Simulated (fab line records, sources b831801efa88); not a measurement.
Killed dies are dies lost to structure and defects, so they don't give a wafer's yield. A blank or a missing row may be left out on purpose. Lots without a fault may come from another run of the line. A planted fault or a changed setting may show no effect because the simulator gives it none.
Split-lot experiment | flow sfq_line | 5 lots, 23 wafers read, on a route of 325 steps

THE SPLIT
At SFQ_TRILAYER_I6_VIA_LITHO_COAT_174 (resist thk 62 nm), the setting spin_rpm was moved away from the recipe's 3000 rpm on 8 of the 23 wafers read, by -2.4% to +6.6%. The other wafers ran this setting at the recipe's value.

The reading is taken at the split's own step.

THE READING
BARC_of_TRILAYER_I6_VIA_LITHO_COAT_174.thk_nm (the simulator's own value, which no gauge read), in nm, at SFQ_TRILAYER_I6_VIA_LITHO_COAT_174 (resist thk 62 nm). The file gives no usual value for it. The 15 wafers here that ran the recipe average 62.00 nm, standard deviation 0.24 nm.

wafer  | tool, chamber at the split | spin_rpm as run, rpm | against the recipe | BARC_of_TRILAYER_I6_VIA_LITHO_COAT_174.thk_nm, nm | against lot-mates on the recipe
L075.1 | litho_track-01, 0          | 3097                 | +3.2%              | 60.71                                             | -1.04
L075.3 | litho_track-01, 0          | 3000                 | recipe             | 61.67                                             | -
L075.4 | litho_track-01, 0          | 3097                 | +3.2%              | 60.73                                             | -1.02
L075.5 | litho_track-01, 0          | 3097                 | +3.2%              | 60.91                                             | -0.84
L075.6 | litho_track-01, 0          | 3000                 | recipe             | 61.82                                             | -
L077.1 | litho_track-04, 0          | 3000                 | recipe             | 61.73                                             | -
L077.4 | litho_track-04, 0          | 3000                 | recipe             | 61.81                                             | -
L077.6 | litho_track-04, 0          | 3000                 | recipe             | 61.53                                             | -
L080.1 | litho_track-04, 0          | 2927                 | -2.4%              | 63.19                                             | +0.88
L080.2 | litho_track-04, 0          | 2927                 | -2.4%              | 63.04                                             | +0.73
L080.4 | litho_track-04, 0          | 3000                 | recipe             | 62.37                                             | -
L080.5 | litho_track-04, 0          | 3000                 | recipe             | 62.25                                             | -
L080.6 | litho_track-04, 0          | 2927                 | -2.4%              | 63                                                | +0.69
L081.2 | litho_track-01, 0          | 3198                 | +6.6%              | 59.94                                             | -2.09
L081.3 | litho_track-01, 0          | 3000                 | recipe             | 62.15                                             | -
L081.4 | litho_track-01, 0          | 3000                 | recipe             | 61.9                                              | -
L081.5 | litho_track-01, 0          | 3198                 | +6.6%              | 59.84                                             | -2.19
L081.6 | litho_track-01, 0          | 3000                 | recipe             | 62.05                                             | -
L083.1 | litho_track-01, 0          | 3000                 | recipe             | 62.14                                             | -
L083.2 | litho_track-01, 0          | 3000                 | recipe             | 62.07                                             | -
L083.3 | litho_track-01, 0          | 3000                 | recipe             | 61.99                                             | -
L083.4 | litho_track-01, 0          | 3000                 | recipe             | 62.27                                             | -
L083.6 | litho_track-01, 0          | 3000                 | recipe             | 62.31                                             | -

THE FIT
A straight line over all 23 wafers: BARC_of_TRILAYER_I6_VIA_LITHO_COAT_174.thk_nm changes by -0.353 nm for each +1% of spin_rpm; r = -0.96; the points scatter about the line by 0.24 nm.
The same after taking each lot's own level away (the mean of its wafers on the recipe; 23 wafers): -0.318 nm for each +1%; r = -0.99; scatter 0.1 nm.
On that fit, the largest move of spin_rpm shifts the reading by 2.1 nm.
The lots' own levels span 61.690 to 62.310 nm, that is 2.5 times the standard deviation above.
So the lot-to-lot level changes the slope: the two fits differ.
Check: with one of the wafers moved furthest among these (+6.6%) left out of the fit, the line predicts -2.09 nm for it against its lot-mates. It came out at -2.09 nm against them.

OTHER SPLITS ON THESE WAFERS
These wafers also went through other splits before the reading. Each is held against what the fit with the lots' levels taken away leaves over:
other split on the same wafers                          | wafers away from the commonest value | r with BARC_of_TRILAYER_I6_VIA_LITHO_COAT_174.thk_nm (lot level and that fit taken away)
SFQ_TRILAYER_M5_BARC_OPEN_METAL_ETCH_161 pressure_mtorr | 15                                   | +0.03
SFQ_TRILAYER_R5_LITHO_COAT_141 resist_thk_nm            | 10                                   | -0.25
SFQ_TRILAYER_R5_BARC_OPEN_METAL_ETCH_177 time_s         | 11                                   | -0.04
SFQ_TRILAYER_I5_BARC_OPEN_VIA_ETCH_200 time_s           | 9                                    | +0.12
SFQ_TRILAYER_C5_BARC_OPEN_VIA_ETCH_210 time_s           | 5                                    | -0.11
SFQ_TRILAYER_M6_LITHO_COAT_164 resist_thk_nm            | 8                                    | -0.19
SFQ_TRILAYER_M6_LITHO_EXPOSE_160 dose_mj                | 12                                   | +0.19

THE FILE'S OWN FIT
BARC_of_TRILAYER_I6_VIA_LITHO_COAT_174.thk_nm changes by -0.319 nm for each +1% of spin_rpm, r = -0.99.
